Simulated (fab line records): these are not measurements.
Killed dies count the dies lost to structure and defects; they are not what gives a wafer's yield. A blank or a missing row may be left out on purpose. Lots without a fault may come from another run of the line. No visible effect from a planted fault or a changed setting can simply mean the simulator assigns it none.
fab line records	flow sfq-line
record: lots: 14	wafers: 42	last-day: 91
route steps=325 shown INCOMING@1 L0@12 I0@44 I3@144
lots that met no fault: taken from a fault-free run of the same line
start-h: hours from the record's opening day to when the first of the lot's shown wafers began	wait-h: time in hours since the lot's previous step	" the same as in the row above	L1.1+2: several wafers, shown together as one row	- value missing, or start not given	* or withheld: withheld	< > ~ a bound
route shown NAME@n: NAME is a module with steps in the file, n the number in the route of the first one	usual: average and standard deviation across the fault-free wafers	same: alike in all rows	chamber/n: place in a boat	sites: the reading at each site	_std_site: the values' standard deviation	_edge_site: mean of outer sites minus mean of inner sites	radius-mm: how far each site lies from the wafer's centre	mask NAME#n: copy n	behind: the most recent tool/chamber to have shaped the wafer	hold: why the lot went on hold/how many hours it stayed there/how the hold came to an end	device: the transistor (n, p or np) that didn't switch	end of line: at the end of the route, the tests of the same wafers	for a step that has no rows: nothing shown but its recipe	killed: at the first sort, the dies lost to defects and structure; wafer yield is something else	map: shows each die of a wafer: x if killed, . if not, _ if none is there
set.NAME: the run value of the setting; set.NAME@STEP: its run value at that earlier step	model.NAME: the simulator's own value behind a step, which no gauge read
route steps across a sampled set of lots; one table per step, one row per wafer
services: the hour from which a tool's chamber was out of use, counted from the record's first day as start-h (under 0 if before that day), plus the number of hours and why
== steps ==
step: SFQ_INCOMING_BOW_MEAS_900
recipe: mode: bow
usual: INCOMING_BOW: 0/6.5
lot.wafer	tool	chamber	start-h	wait-h	INCOMING_BOW[um]
L966.3	film-metro-03	-	10.04	-	-7
L966.4	"	-	"	"	10
L966.6	"	-	"	"	1
L967.2	film-metro-04	-	15.02	-	0
L967.3	"	-	"	"	-9
L967.5	"	-	"	"	4
L968.1	film-metro-01	-	20.00	-	-3
L968.3	"	-	"	"	20
L968.4	"	-	"	"	0
L970.1	film-metro-03	-	30.00	-	1
L970.2	"	-	"	"	0
L970.4	"	-	"	"	4
L971.1	film-metro-04	-	35.00	-	3
L971.3	"	-	"	"	2
L971.4	"	-	"	"	-7
L972.2	film-metro-03	-	40.02	-	-3
L972.4	"	-	"	"	8
L972.5	"	-	"	"	2
L975.2	film-metro-04	-	55.02	-	1
L975.3	"	-	"	"	-6
L975.6	"	-	"	"	-12
L976.1	film-metro-03	-	60.00	-	1
L976.4	"	-	"	"	-5
L976.5	"	-	"	"	-1
L978.2	film-metro-01	-	70.02	-	-1
L978.3	"	-	"	"	-5
L978.6	"	-	"	"	-7
L981.3	film-metro-04	-	85.04	-	3
L981.5	"	-	"	"	-6
L981.6	"	-	"	"	4
L983.3	film-metro-04	-	95.04	-	-3
L983.4	"	-	"	"	0
L983.6	"	-	"	"	4
L985.1	film-metro-04	-	105.00	-	-5
L985.4	"	-	"	"	-7
L985.5	"	-	"	"	0
L987.1	film-metro-03	-	115.00	-	-7
L987.2	"	-	"	"	-4
L987.6	"	-	"	"	-2
L988.1	film-metro-03	-	120.00	-	-4
L988.2	"	-	"	"	-2
L988.3	"	-	"	"	-6
step: SFQ_TRILAYER_L0_BARC_OPEN_METAL_ETCH_010
recipe: mask-material: PR	chemistry: O2	target-depth-nm: 125	target: BARC	icp-w: 600	bias-w: 80	pressure-mtorr: 10	time-s: 41.7
usual: drypump-motor-current-A: 5.7/0.43	oes-product-au: 0.686/0.0045
lot.wafer	tool	chamber	start-h	wait-h	drypump-motor-current-A	oes-product-au	rf-hours-counter-h
L966.3	rie-metal-04	1	75.79	0.1	5.8	0.682	-
L966.4	"	0	"	"	5.0	0.675	-
L966.6	"	1	"	"	5.9	0.681	-
L967.2	rie-metal-02	0	76.97	0.1	6.3	0.679	108
L967.3	"	1	"	"	5.5	0.688	-
L967.5	"	0	"	"	6.3	0.687	-
L968.1	rie-metal-04	0	78.17	0.1	5.1	0.687	58
L968.3	"	0	"	"	5.1	0.683	-
L968.4	"	1	"	"	5.8	0.682	-
L970.1	rie-metal-04	1	81.77	0.1	5.8	0.693	165
L970.2	"	0	"	"	5.1	0.687	59
L970.4	"	1	"	"	5.8	0.683	-
L971.1	rie-metal-03	0	82.97	0.1	6.1	0.692	27
L971.3	"	1	"	"	6.0	0.690	-
L971.4	"	0	"	"	6.1	0.684	-
L972.2	rie-metal-04	0	84.17	0.1	5.1	0.688	59
L972.4	"	1	"	"	5.8	0.694	-
L972.5	"	0	"	"	5.1	0.680	-
L975.2	rie-metal-04	0	128.39	0.1	5.1	0.688	66
L975.3	"	1	"	"	5.8	0.691	-
L975.6	"	0	"	"	5.1	0.685	-
L976.1	rie-metal-02	1	136.79	0.1	5.5	0.683	121
L976.4	"	0	"	"	6.3	0.685	-
L976.5	"	0	"	"	6.3	0.692	-
L978.2	rie-metal-04	1	149.99	0.1	5.8	0.687	174
L978.3	"	0	"	"	5.1	0.688	-
L978.6	"	0	"	"	5.1	0.695	-
L981.3	rie-metal-02	1	175.51	0.1	5.4	0.683	-
L981.5	"	1	"	"	5.4	0.683	-
L981.6	"	0	"	"	6.3	0.684	-
L983.3	rie-metal-03	1	184.79	0.1	6.0	0.683	-
L983.4	"	0	"	"	6.1	0.690	-
L983.6	"	1	"	"	6.0	0.688	-
L985.1	rie-metal-04	1	195.79	0.1	5.8	0.694	179
L985.4	"	1	"	"	5.7	0.691	-
L985.5	"	1	"	"	5.8	0.691	-
L987.1	rie-metal-02	0	206.59	0.1	6.3	0.687	126
L987.2	"	1	"	"	5.4	0.687	130
L987.6	"	1	"	"	5.4	0.692	-
L988.1	rie-metal-03	1	213.81	0.1	6.0	0.685	186
L988.2	"	0	"	"	6.1	0.690	45
L988.3	"	1	"	"	6.0	0.682	-
step: SFQ_TRILAYER_I0_CMP_CMP_028
recipe: material: SiO2	down-force-psi: 3	platen-rpm: 60	pad-velocity-m-s: 0.94248
usual: motor-current-A: 10.0/1.3	retaining-ring-pressure-frac: 1.000/0.0052	time-to-endpoint-s: 214/6.1
lot.wafer	tool	chamber	start-h	wait-h	motor-current-A	retaining-ring-pressure-frac	time-to-endpoint-s
L966.3	cmp-01	3	267.44	7.4	8.6	1.002	211
L966.4	"	0	"	"	8.5	0.997	222
L966.6	"	1	"	"	9.1	1.001	217
L967.2	cmp-01	0	269.94	6.0	8.2	1.003	215
L967.3	"	1	"	"	9.4	1.004	215
L967.5	"	0	271.94	8.0	8.2	0.998	224
L968.1	cmp-02	1	271.16	6.1	10.0	1.002	211
L968.3	"	2	"	"	12.0	1.002	212
L968.4	"	3	"	"	8.7	0.996	213
L970.2	cmp-02	1	273.66	3.8	10.3	1.002	208
L970.4	"	2	"	"	11.6	1.001	220
L970.1	"	0	275.16	5.3	10.5	1.003	212
L971.1	cmp-02	1	277.16	3.7	10.2	1.000	211
L971.3	"	2	"	"	12.0	0.991	206
L971.4	"	3	"	"	8.2	1.008	208
L972.4	cmp-01	1	278.44	3.7	9.4	0.996	200
L972.2	"	0	279.94	5.2	8.8	1.004	202
L972.5	"	1	"	"	9.2	0.999	213
L975.3	cmp-01	1	333.68	0.0	9.5	0.996	217
L975.2	"	0	335.18	1.5	8.3	1.003	212
L975.6	"	2	336.18	2.5	12.1	1.004	225
L976.4	cmp-01	1	352.18	5.3	9.2	1.002	215
L976.1	"	2	"	"	12.7	0.997	212
L976.5	"	1	354.18	7.3	9.1	0.990	218
L978.2	cmp-01	2	368.38	0.0	12.0	1.014	205
L978.3	"	3	"	"	8.5	0.996	210
L978.6	"	3	370.88	2.5	8.1	0.998	213
L981.3	cmp-01	0	403.18	0.0	8.5	1.004	207
L981.6	"	0	405.18	2.0	8.3	1.005	219
L981.5	"	1	"	"	9.7	0.992	277
L983.4	cmp-01	1	416.38	0.0	9.2	0.990	281
L983.3	"	2	"	"	11.2	1.000	209
L983.6	"	2	418.88	2.5	12.6	1.002	214
L985.4	cmp-02	0	427.20	1.2	10.4	1.007	215
L985.1	"	1	"	"	10.6	1.007	213
L985.5	"	0	429.20	3.2	11.0	1.009	227
L987.1	cmp-02	1	438.39	0.0	10.3	0.995	214
L987.2	"	0	439.89	1.5	10.5	1.001	218
L987.6	"	2	440.89	2.5	11.5	1.010	220
L988.2	cmp-02	3	450.39	0.0	8.8	1.002	215
L988.1	"	1	451.39	1.0	10.6	0.999	219
L988.3	"	2	"	"	11.7	0.994	217
step: SFQ_TRILAYER_I0_METRO_MEASURE_029
usual: thk-nm: 200.2/0.86
lot.wafer	tool	chamber	start-h	wait-h	thk-nm
L966.3	film-metro-01	-	269.96	0.5	199.8
L966.4	"	-	"	"	201.4
L966.6	"	-	"	"	200.3
L967.2	film-metro-01	-	272.76	0.3	199.8
L967.3	"	-	"	"	199.7
L967.5	"	-	"	"	200.3
L968.1	film-metro-03	-	273.78	0.1	199.8
L968.3	"	-	"	"	199.7
L968.4	"	-	"	"	199.8
L970.1	film-metro-01	-	276.78	0.1	201.5
L970.2	"	-	"	"	200.3
L970.4	"	-	"	"	201.0
L971.1	film-metro-01	-	279.78	0.1	199.7
L971.3	"	-	"	"	200.1
L971.4	"	-	"	"	198.5
L972.2	film-metro-02	-	281.76	0.3	201.2
L972.4	"	-	"	"	200.1
L972.5	"	-	"	"	201.5
L975.2	film-metro-03	-	337.00	0.3	199.8
L975.3	"	-	"	"	200.0
L975.6	"	-	"	"	199.8
L976.1	film-metro-02	-	354.80	0.1	201.9
L976.4	"	-	"	"	200.2
L976.5	"	-	"	"	199.6
L978.2	film-metro-02	-	371.70	0.3	201.0
L978.3	"	-	"	"	200.6
L978.6	"	-	"	"	200.4
L981.3	film-metro-01	-	406.70	0.5	200.7
L981.5	"	-	"	"	304.9
L981.6	"	-	"	"	198.8
L983.3	film-metro-03	-	419.90	0.5	200.3
L983.4	"	-	"	"	306.3
L983.6	"	-	"	"	201.0
L985.1	film-metro-02	-	429.82	0.1	200.8
L985.4	"	-	"	"	200.9
L985.5	"	-	"	"	200.4
L987.1	film-metro-01	-	441.51	0.1	199.7
L987.2	"	-	"	"	200.0
L987.6	"	-	"	"	200.9
L988.1	film-metro-02	-	453.51	0.1	200.8
L988.2	"	-	"	"	199.5
L988.3	"	-	"	"	201.0
step: SFQ_TRILAYER_I0_VIA_ETCH_VIA_ETCH_034
recipe: target: SiO2	stop-on: Nb	mask-material: PR	taper-deg: 20	chemistry: CHF3	target-depth-nm: 260	source-w: 500	bias-w: 80	pressure-mtorr: 30	time-s: withheld
usual: drypump-motor-current-A: 5.7/0.37	oes-product-au: 0.855/0.0046
lot.wafer	tool	chamber	start-h	wait-h	drypump-motor-current-A	oes-product-au
L966.3	rie-diel-02	0	388.98	0.0	5.1	0.848
L966.4	"	1	"	"	6.1	0.859
L966.6	"	1	"	"	6.0	0.862
L967.2	rie-diel-03	2	394.98	0.0	5.7	0.854
L967.3	"	3	"	"	6.0	0.854
L967.5	"	0	"	"	5.1	0.854
L968.1	rie-diel-02	0	396.18	0.0	5.0	0.861
L968.3	"	3	"	"	5.4	0.852
L968.4	"	2	"	"	6.1	0.852
L970.1	rie-diel-03	3	400.98	0.0	6.0	0.862
L970.2	"	0	"	"	5.2	0.855
L970.4	"	0	"	"	5.2	0.860
L971.1	rie-diel-02	3	403.38	0.0	5.4	0.855
L971.3	"	1	"	"	6.1	0.858
L971.4	"	0	"	"	5.1	0.857
L972.2	rie-diel-01	0	405.78	0.0	5.4	0.857
L972.4	"	3	"	"	5.9	0.857
L972.5	"	0	"	"	5.4	0.849
L975.2	rie-diel-02	3	455.94	0.0	5.4	0.852
L975.3	"	0	"	"	5.1	0.852
L975.6	"	0	"	"	5.1	0.852
L976.1	rie-diel-02	1	499.14	0.0	6.0	0.861
L976.4	"	3	"	"	5.4	0.864
L976.5	"	0	"	"	5.1	0.850
L978.2	rie-diel-01	2	511.39	0.0	6.2	0.856
L978.3	"	3	"	"	5.9	0.856
L978.6	"	0	"	"	5.4	0.859
L981.3	rie-diel-02	2	569.59	0.0	6.1	0.846
L981.5	"	2	"	"	6.1	1.005
L981.6	"	1	"	"	6.0	0.855
L983.3	rie-diel-02	2	582.79	0.0	6.1	0.852
L983.4	"	3	"	"	5.5	0.999
L983.6	"	0	"	"	5.1	0.861
L985.1	rie-diel-03	0	598.86	0.0	5.2	0.857
L985.4	"	1	"	"	5.8	0.858
L985.5	"	3	"	"	6.0	0.852
L987.1	rie-diel-03	0	607.48	0.0	5.1	0.856
L987.2	"	2	"	"	5.7	0.859
L987.6	"	1	"	"	5.8	0.866
L988.1	rie-diel-03	0	621.88	0.0	5.2	0.858
L988.2	"	1	"	"	5.9	0.860
L988.3	"	3	"	"	6.0	0.857
step: SFQ_TRILAYER_I3_VIA_BARC_OPEN_VIA_ETCH_121
recipe: mask-material: PR	chemistry: O2	target-depth-nm: 125	target: BARC	source-w: 482.5	bias-w: 80	pressure-mtorr: 30	time-s: 41.7
usual: drypump-motor-current-A: 5.6/0.42	oes-product-au: 0.685/0.0049
lot.wafer	tool	chamber	start-h	wait-h	drypump-motor-current-A	oes-product-au	rf-hours-counter-h
L966.3	rie-diel-04	0	1042.05	0.0	5.0	0.693	8
L966.4	"	3	"	"	5.7	0.690	7
L966.6	"	2	"	"	5.0	0.684	-
L967.2	rie-diel-02	2	1049.25	0.0	6.1	0.692	8
L967.3	"	3	"	"	5.4	0.684	5
L967.5	"	1	"	"	6.0	0.685	-
L968.1	rie-diel-04	2	1058.85	0.0	5.0	0.686	3
L968.3	"	1	"	"	6.0	0.682	8
L968.4	"	3	"	"	5.7	0.685	7
L970.1	rie-diel-04	3	1070.12	0.0	5.7	0.688	7
L970.2	"	0	"	"	4.9	0.688	9
L970.4	"	2	"	"	5.0	0.683	3
L971.1	rie-diel-01	0	1072.52	0.0	5.4	0.686	17
L971.3	"	1	"	"	5.8	0.677	17
L971.4	"	2	"	"	6.3	0.689	8
L972.2	rie-diel-02	0	1074.92	0.0	5.1	0.688	6
L972.4	"	1	"	"	6.0	0.685	8
L972.5	"	1	"	"	6.0	0.686	-
L975.2	rie-diel-04	2	1136.25	0.0	5.0	0.693	4
L975.3	"	0	"	"	5.0	0.689	10
L975.6	"	3	"	"	5.7	0.690	-
L976.1	rie-diel-02	1	1141.05	0.0	6.0	0.683	9
L976.4	"	0	"	"	5.1	0.689	7
L976.5	"	2	"	"	6.1	0.691	-
L978.2	rie-diel-01	2	1159.05	0.0	6.2	0.685	9
L978.3	"	3	"	"	5.9	0.681	19
L978.6	"	3	"	"	5.9	0.684	-
L981.3	rie-diel-01	2	1190.50	0.0	6.3	0.680	10
L981.5	"	2	"	"	6.3	0.680	-
L981.6	"	1	"	"	5.8	0.680	-
L983.3	rie-diel-01	0	1221.67	0.0	5.4	0.681	0
L983.4	"	1	"	"	5.8	0.681	1
L983.6	"	3	"	"	5.9	0.686	-
L985.1	rie-diel-02	0	1230.04	0.0	5.1	0.686	9
L985.4	"	2	"	"	6.1	0.686	12
L985.5	"	0	"	"	5.1	0.684	-
L987.1	rie-diel-02	3	1241.91	0.0	5.4	0.687	8
L987.2	"	1	"	"	6.0	0.689	11
L987.6	"	1	"	"	6.1	0.692	-
L988.1	rie-diel-01	3	1254.04	0.0	5.9	0.687	1
L988.2	"	2	"	"	6.2	0.667	11
L988.3	"	0	"	"	5.4	0.688	0
== services ==
tool	chamber	start-h	hours	kind
cmp-01	-	67.15	2.6	repair
cmp-01	-	113.17	0.6	repair
cmp-01	-	123.38	1.4	repair
cmp-01	-	141.15	1.4	repair
rie-diel-02	-	200.08	0.3	repair
cmp-01	-	232.44	4.0	pm
cmp-01	-	249.70	1.0	repair
rie-diel-02	0	259.67	21.3	repair
rie-diel-02	0	283.28	2.5	repair
cmp-01	-	305.96	2.2	repair
rie-diel-02	1	308.39	3.0	repair
cmp-01	-	320.41	5.1	pm
rie-diel-02	2	343.00	3.0	repair
rie-diel-02	2	481.19	4.3	repair
rie-diel-02	2	498.46	1.2	repair
rie-diel-02	3	509.11	5.7	repair
rie-diel-02	-	535.73	0.5	repair
rie-diel-02	3	598.52	12.4	repair
rie-diel-02	-	687.08	2.8	pm
rie-diel-02	2	721.98	3.6	repair
rie-diel-02	2	837.48	7.4	repair
rie-diel-02	3	859.08	11.5	repair
rie-diel-02	0	931.19	17.8	repair
rie-diel-02	1	1176.34	29.6	repair
== key ==
first-sign: step: SFQ_TRILAYER_I0_CMP_CMP_028	reading: time-to-endpoint-s	direction: up	sigmas: 11	usual: *	struck: *
effect: step: SFQ_TRILAYER_I0_METRO_MEASURE_029	reading: thk-nm	direction: up	sigmas: 99+	usual: 200.2	struck: 305.6
effect: step: SFQ_TRILAYER_I0_VIA_ETCH_VIA_ETCH_034	reading: oes-product-au	direction: up	sigmas: 32	usual: 0.855	struck: 1.002
met-at SFQ_TRILAYER_I0_CMP_CMP_028
struck-lots L981,L983
struck-wafers L981.5,L983.4
not-acting-at SFQ_INCOMING_BOW_MEAS_900,SFQ_TRILAYER_L0_BARC_OPEN_METAL_ETCH_010,SFQ_TRILAYER_I3_VIA_BARC_OPEN_VIA_ETCH_121
onset-between 352.18 403.18
fault: kind: process-parameter-drift	tool: cmp-01	chamber: 1	onset-h: 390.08	steps: SFQ_TRILAYER_I0_CMP_CMP_028	channel: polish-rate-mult	offset: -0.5	shape: step	end-h: 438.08
